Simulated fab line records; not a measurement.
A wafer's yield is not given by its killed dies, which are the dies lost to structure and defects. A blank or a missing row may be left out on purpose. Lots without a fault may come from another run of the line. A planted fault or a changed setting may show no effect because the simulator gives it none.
fab line records | flow sfq_line | part 2 of 2: steps 29 to 41 of 41
record lots=5 | wafers=15 | last_day=89
route steps=325 shown I1@86 M2@88 I2@103 M3@118
lots that met no fault: taken from a fault-free run of the same line
start_h: start of the lot's first displayed wafer, in hours after the record's first day | wait_h: hours from the lot's prior step to this one | " identical to the entry in the row above | L1.1+2: a row that stands for several wafers | - no value, or no start was given | * or withheld: withheld | < > ~ a bound
route shown NAME@n: names a module that has steps shown in the file, with the first one's number in the route | usual: the fault-free wafers' mean and standard deviation | same: alike in all rows | chamber/n: place in a boat | sites: the reading at each site | _std_site: the values' standard deviation | _edge_site: mean of outer sites minus mean of inner sites | radius_mm: how far each site lies from the wafer's centre | mask NAME#n: copy n | behind: tool/chamber where the wafer was last shaped | hold: the reason the lot was held/the length of the hold in hours/how it ended | device: the n, p or np transistor that did not switch | end of line: the tests these same wafers got at the end of their route | a step given without rows: its recipe and nothing more | killed: dies that structure and defects cost at the first sort, which is not the same as the wafer's yield | map: the dies of a wafer, with x for killed, . for not killed, _ for no die there
set.NAME: setting as actually run; set.NAME@STEP: the setting as run at that earlier step | model.NAME: the simulator's own value behind a step, which no gauge read
lots at some steps of the route; a table a step, a row a wafer
services: a tool's chamber out of use, with start hour (start_h, from the record's first day; less than 0 if before it), hours out, and reason
## steps
# step SFQ_TRILAYER_I2_VIA_ETCH_VIA_ETCH_070
# recipe target=SiO2 | stop_on=Nb | mask_material=PR | taper_deg=20 | chemistry=CHF3 | target_depth_nm=260 | source_w=500 | bias_w=80 | pressure_mtorr=30 | time_s=withheld
# usual drypump_motor_current_A=5.6/0.47 | oes_product_au=0.856/0.0055
lot.wafer | tool        | chamber | start_h | wait_h | drypump_motor_current_A | oes_product_au
L081.1    | rie_diel-04 | 0       | 899.07  | 0.0    | 6.6                     | 0.861
L081.3    | "           | 2       | "       | "      | 4.7                     | 0.859
L081.5    | "           | 2       | "       | "      | 4.7                     | 0.864
L083.2    | rie_diel-01 | 2       | 903.87  | 0.0    | 6.0                     | 0.856
L083.3    | "           | 0       | "       | "      | 5.4                     | 0.855
L083.4    | "           | 1       | "       | "      | 5.3                     | 0.858
L085.1    | rie_diel-01 | 0       | 907.86  | 0.0    | 5.4                     | 0.867
L085.3    | "           | 1       | "       | "      | 5.3                     | 0.854
L085.5    | "           | 3       | "       | "      | 5.7                     | 0.858
L086.3    | rie_diel-04 | 3       | 909.06  | 0.0    | 4.9                     | 0.852
L086.4    | "           | 0       | "       | "      | 6.5                     | 0.860
L086.5    | "           | 3       | "       | "      | 4.9                     | 0.852
L088.3    | rie_diel-01 | 0       | 916.26  | 0.0    | 5.4                     | 0.853
L088.4    | "           | 1       | "       | "      | 5.3                     | 0.849
L088.5    | "           | 3       | "       | "      | 5.7                     | 0.858
# step SFQ_TRILAYER_I2_VIA_STRIP_STRIP_071
# recipe gas=O2 | power_w=200 | platen_temp_c=40 | overash_fraction=0.65 | chemistry=O2 | pressure_mtorr=50
# usual drypump_motor_current_A=5.6/0.36 | oes_product_au=1.006/0.0063
lot.wafer | tool         | chamber | start_h | wait_h | drypump_motor_current_A | oes_product_au | rf_hours_counter_h
L081.1    | rie_metal-02 | 0       | 899.19  | -      | 5.4                     | 1.008          | 101
L081.3    | "            | 1       | "       | "      | 6.3                     | 1.007          | -
L081.5    | "            | 1       | "       | "      | 6.2                     | 1.003          | -
L083.2    | rie_metal-02 | 1       | 903.99  | -      | 6.2                     | 1.001          | 43
L083.3    | "            | 1       | "       | "      | 6.2                     | 1.010          | -
L083.4    | "            | 0       | "       | "      | 5.4                     | 0.999          | -
L085.1    | rie_metal-03 | 0       | 907.97  | -      | 5.4                     | 1.000          | 72
L085.3    | "            | 0       | "       | "      | 5.4                     | 1.020          | -
L085.5    | "            | 0       | "       | "      | 5.4                     | 1.013          | -
L086.3    | rie_metal-02 | 0       | 909.37  | -      | 5.4                     | 1.008          | -
L086.4    | "            | 1       | "       | "      | 6.2                     | 0.997          | -
L086.5    | "            | 0       | "       | "      | 5.4                     | 1.006          | -
L088.3    | rie_metal-02 | 0       | 916.57  | -      | 5.4                     | 1.001          | -
L088.4    | "            | 1       | "       | "      | 6.2                     | 0.997          | -
L088.5    | "            | 1       | "       | "      | 6.2                     | 1.001          | -
# step SFQ_TRILAYER_I2_VIA_STRIP_SOLV_CLEAN_072
# recipe chemistry=NMP | temp_c=70 | time_s=600
# usual bath_guard_temp_C=69.9/0.45
lot.wafer | tool         | chamber | start_h | wait_h | bath_guard_temp_C
L081.1    | wet_bench-01 | 0       | 899.79  | 0.4    | 69.5
L081.3    | "            | 6       | "       | "      | 69.9
L081.5    | "            | 4       | "       | "      | 70.2
L083.2    | wet_bench-01 | 1       | 904.59  | 0.4    | 69.6
L083.3    | "            | 5       | "       | "      | 70.3
L083.4    | "            | 0       | "       | "      | 69.4
L085.1    | wet_bench-01 | 4       | 908.57  | 0.4    | 69.7
L085.3    | "            | 1       | "       | "      | 69.6
L085.5    | "            | 2       | "       | "      | 70.1
L086.3    | wet_bench-03 | 1       | 909.77  | 0.2    | 70.1
L086.4    | "            | 6       | "       | "      | 70.7
L086.5    | "            | 3       | "       | "      | 69.6
L088.3    | wet_bench-03 | 3       | 916.97  | 0.2    | 69.3
L088.4    | "            | 7       | "       | "      | 70.4
L088.5    | "            | 5       | "       | "      | 70.9
# step SFQ_TRILAYER_M3_DEP_PRE_CLEAN_074
# recipe gas=Ar | time_s=22.5 | bias_v=250
lot.wafer  | tool           | chamber | start_h | wait_h
L081.1+3+5 | pvd_sputter-06 | -       | 899.96  | 0.0
L083.2+3+4 | pvd_sputter-05 | -       | 904.76  | 0.0
L085.1+3+5 | pvd_sputter-05 | -       | 908.75  | 0.0
L086.3+4+5 | pvd_sputter-06 | -       | 909.95  | 0.0
L088.3+4+5 | pvd_sputter-05 | -       | 917.15  | 0.0
# step SFQ_TRILAYER_M3_DEP_SPUTTER_073
# recipe material=Nb | base_pressure_pa=1.33e-06 | chamber_pressure_pa=0.1333 | substrate_temp_c=20 | resputter_cathode_voltage_v=400 | target_thk_nm=200 | power_w=2000 | time_s=133.3
# usual throttle_valve_pct=29.6/1.4
lot.wafer | tool           | chamber | start_h | wait_h | throttle_valve_pct
L081.1    | pvd_sputter-06 | -       | 900.02  | 0.0    | 27.3
L081.3    | "              | -       | "       | "      | 30.2
L081.5    | "              | -       | "       | "      | 29.3
L083.2    | pvd_sputter-05 | -       | 904.79  | 0.0    | 30.3
L083.3    | "              | -       | "       | "      | 29.9
L083.4    | "              | -       | "       | "      | 26.9
L085.1    | pvd_sputter-05 | -       | 908.78  | 0.0    | 30.2
L085.3    | "              | -       | "       | "      | 31.1
L085.5    | "              | -       | "       | "      | 30.0
L086.3    | pvd_sputter-06 | -       | 909.98  | 0.0    | 30.3
L086.4    | "              | -       | "       | "      | 29.5
L086.5    | "              | -       | "       | "      | 29.2
L088.3    | pvd_sputter-05 | -       | 917.18  | 0.0    | 26.5
L088.4    | "              | -       | "       | "      | 29.6
L088.5    | "              | -       | "       | "      | 31.2
# step SFQ_M3_RS_MEAS_919
# recipe thk_meas_gauge=four-point-probe | reads=Nb_of_TRILAYER_M3_DEP_SPUTTER_073
# usual M3_NB_RS=0.893/0.0093
lot.wafer | tool          | chamber | start_h | wait_h | M3_NB_RS[ohm/sq]
L081.1    | film_metro-02 | -       | 900.20  | 0.1    | 0.896
L081.3    | "             | -       | "       | "      | 0.900
L081.5    | "             | -       | "       | "      | 0.889
L083.2    | film_metro-03 | -       | 904.90  | 0.1    | 0.893
L083.3    | "             | -       | "       | "      | 0.888
L083.4    | "             | -       | "       | "      | 0.895
L085.1    | film_metro-03 | -       | 908.87  | 0.0    | 0.908
L085.3    | "             | -       | "       | "      | 0.891
L085.5    | "             | -       | "       | "      | 0.906
L086.3    | film_metro-02 | -       | 910.11  | 0.1    | 0.897
L086.4    | "             | -       | "       | "      | 0.897
L086.5    | "             | -       | "       | "      | 0.891
L088.3    | film_metro-03 | -       | 917.31  | 0.1    | 0.884
L088.4    | "             | -       | "       | "      | 0.887
L088.5    | "             | -       | "       | "      | 0.876
# step SFQ_TRILAYER_M3_LITHO_COAT_080
# recipe resist=BARC | spin_rpm=3000 | resist_thk_nm=62
lot.wafer  | tool           | chamber | start_h | wait_h
L081.1+3+5 | litho_track-04 | 0       | 900.38  | 0.1
L083.2+3+4 | litho_track-03 | 0       | 905.11  | 0.1
L085.1+3+5 | litho_track-04 | 0       | 909.05  | 0.1
L086.3+4+5 | litho_track-03 | 0       | 910.35  | 0.1
L088.3+4+5 | litho_track-03 | 0       | 917.55  | 0.1
# step SFQ_TRILAYER_M3_LITHO_COAT_075
# recipe resist=KrF | spin_rpm=3000 | resist_thk_nm=600
lot.wafer  | tool           | chamber | start_h | wait_h
L081.1+3+5 | litho_track-04 | 0       | 900.68  | 0.2
L083.2+3+4 | litho_track-03 | 0       | 905.41  | 0.2
L085.1+3+5 | litho_track-04 | 0       | 909.35  | 0.2
L086.3+4+5 | litho_track-03 | 0       | 910.65  | 0.2
L088.3+4+5 | litho_track-03 | 0       | 917.85  | 0.2
# step SFQ_TRILAYER_M3_LITHO_SOFTBAKE_079
# recipe temp_c=withheld | time_s=withheld | resist=KrF
lot.wafer  | tool           | chamber | start_h | wait_h
L081.1+3+5 | litho_track-04 | 0       | 900.98  | 0.2
L083.2+3+4 | litho_track-03 | 0       | 905.69  | 0.2
L085.1+3+5 | litho_track-04 | 0       | 909.65  | 0.2
L086.3+4+5 | litho_track-03 | 0       | 910.90  | 0.2
L088.3+4+5 | litho_track-03 | 0       | 918.10  | 0.2
# step SFQ_TRILAYER_M3_LITHO_EXPOSE_076
# recipe mask_id=M3 | na=0.6 | source_shape=conventional | sigma_outer=0.65 | target_cd_nm=500 | dose_mj=14.4
lot.wafer  | tool           | chamber | start_h | wait_h | mask
L081.1+3+5 | krf_scanner-02 | 0       | 1003.96 | -      | M3#0
L083.2+3+4 | krf_scanner-02 | 0       | 1008.96 | -      | M3#0
L085.1+3+5 | krf_scanner-01 | 0       | 1013.29 | -      | M3#0
L086.3+4+5 | krf_scanner-01 | 0       | 1014.89 | -      | M3#0
L088.3+4+5 | krf_scanner-01 | 0       | 1018.49 | -      | M3#0
# step SFQ_TRILAYER_M3_LITHO_PEB_078
# recipe peb_temp_c=115 | peb_time_s=60 | resist=KrF
# usual plate_temp_C=114.99/0.12
lot.wafer | tool           | chamber | start_h | wait_h | plate_temp_C
L081.1    | litho_track-04 | 0       | 1005.16 | 1.0    | 114.86
L081.3    | "              | 0       | "       | "      | 114.79
L081.5    | "              | 0       | "       | "      | 115.02
L083.2    | litho_track-04 | 0       | 1009.99 | 0.8    | 115.01
L083.3    | "              | 0       | "       | "      | 115.01
L083.4    | "              | 0       | "       | "      | 114.98
L085.1    | litho_track-04 | 0       | 1014.49 | 1.0    | 115.10
L085.3    | "              | 0       | "       | "      | 115.06
L085.5    | "              | 0       | "       | "      | 114.93
L086.3    | litho_track-04 | 0       | 1015.74 | 0.7    | 115.07
L086.4    | "              | 0       | "       | "      | 114.83
L086.5    | "              | 0       | "       | "      | 115.05
L088.3    | litho_track-01 | 0       | 1019.34 | 0.7    | 115.06
L088.4    | "              | 0       | "       | "      | 115.01
L088.5    | "              | 0       | "       | "      | 115.06
# step SFQ_TRILAYER_M3_LITHO_DEVELOP_077
# recipe time_s=60 | resist=KrF
lot.wafer  | tool           | chamber | start_h | wait_h
L081.1+3+5 | litho_track-04 | 0       | 1005.31 | 0.1
L083.2+3+4 | litho_track-04 | 0       | 1010.14 | 0.1
L085.1+3+5 | litho_track-04 | 0       | 1014.64 | 0.1
L086.3+4+5 | litho_track-04 | 0       | 1015.89 | 0.1
L088.3+4+5 | litho_track-01 | 0       | 1019.49 | 0.1
# step SFQ_M3_OVL_MEAS_921
# usual M3_OVL=1/6.4
lot.wafer | tool       | chamber | start_h | wait_h | M3_OVL[nm]
L081.1    | overlay-02 | -       | 1005.46 | 0.1    | 2
L081.3    | "          | -       | "       | "      | 8
L081.5    | "          | -       | "       | "      | -2
L083.2    | overlay-02 | -       | 1010.27 | 0.1    | -14
L083.3    | "          | -       | "       | "      | -13
L083.4    | "          | -       | "       | "      | -6
L085.1    | overlay-02 | -       | 1014.79 | 0.1    | 5
L085.3    | "          | -       | "       | "      | 0
L085.5    | "          | -       | "       | "      | -1
L086.3    | overlay-02 | -       | 1016.00 | 0.1    | -8
L086.4    | "          | -       | "       | "      | 1
L086.5    | "          | -       | "       | "      | -6
L088.3    | overlay-02 | -       | 1019.60 | 0.1    | 4
L088.4    | "          | -       | "       | "      | 8
L088.5    | "          | -       | "       | "      | 11
## services
tool           | chamber | start_h | hours | kind
krf_scanner-02 | -       | 567.96  | 2.6   | repair
krf_scanner-02 | -       | 597.60  | 1.0   | pm
krf_scanner-02 | -       | 604.63  | 5.5   | repair
rie_metal-03   | 0       | 618.72  | 2.1   | repair
krf_scanner-02 | -       | 628.07  | 24.9  | repair
rie_metal-03   | -       | 647.86  | 1.4   | pm
krf_scanner-02 | -       | 660.16  | 1.3   | pm
krf_scanner-02 | -       | 662.45  | 2.6   | repair
krf_scanner-02 | -       | 678.28  | 0.8   | pm
krf_scanner-02 | -       | 679.03  | 4.0   | pm
rie_metal-03   | -       | 695.96  | 0.4   | repair
rie_metal-03   | 0       | 704.17  | 59.2  | repair
krf_scanner-02 | -       | 766.60  | 1.0   | pm
rie_metal-03   | 0       | 819.71  | 21.8  | repair
krf_scanner-02 | -       | 836.59  | 1.3   | pm
krf_scanner-02 | -       | 847.10  | 0.8   | pm
krf_scanner-02 | -       | 864.77  | 3.6   | pm
rie_metal-03   | 0       | 867.72  | 4.5   | repair
krf_scanner-02 | -       | 869.20  | 2.1   | repair
krf_scanner-02 | -       | 870.07  | 1.6   | repair
krf_scanner-02 | -       | 903.76  | 0.5   | repair
krf_scanner-02 | -       | 936.02  | 1.0   | pm
krf_scanner-02 | -       | 980.45  | 1.4   | repair
krf_scanner-02 | -       | 984.01  | 0.7   | repair
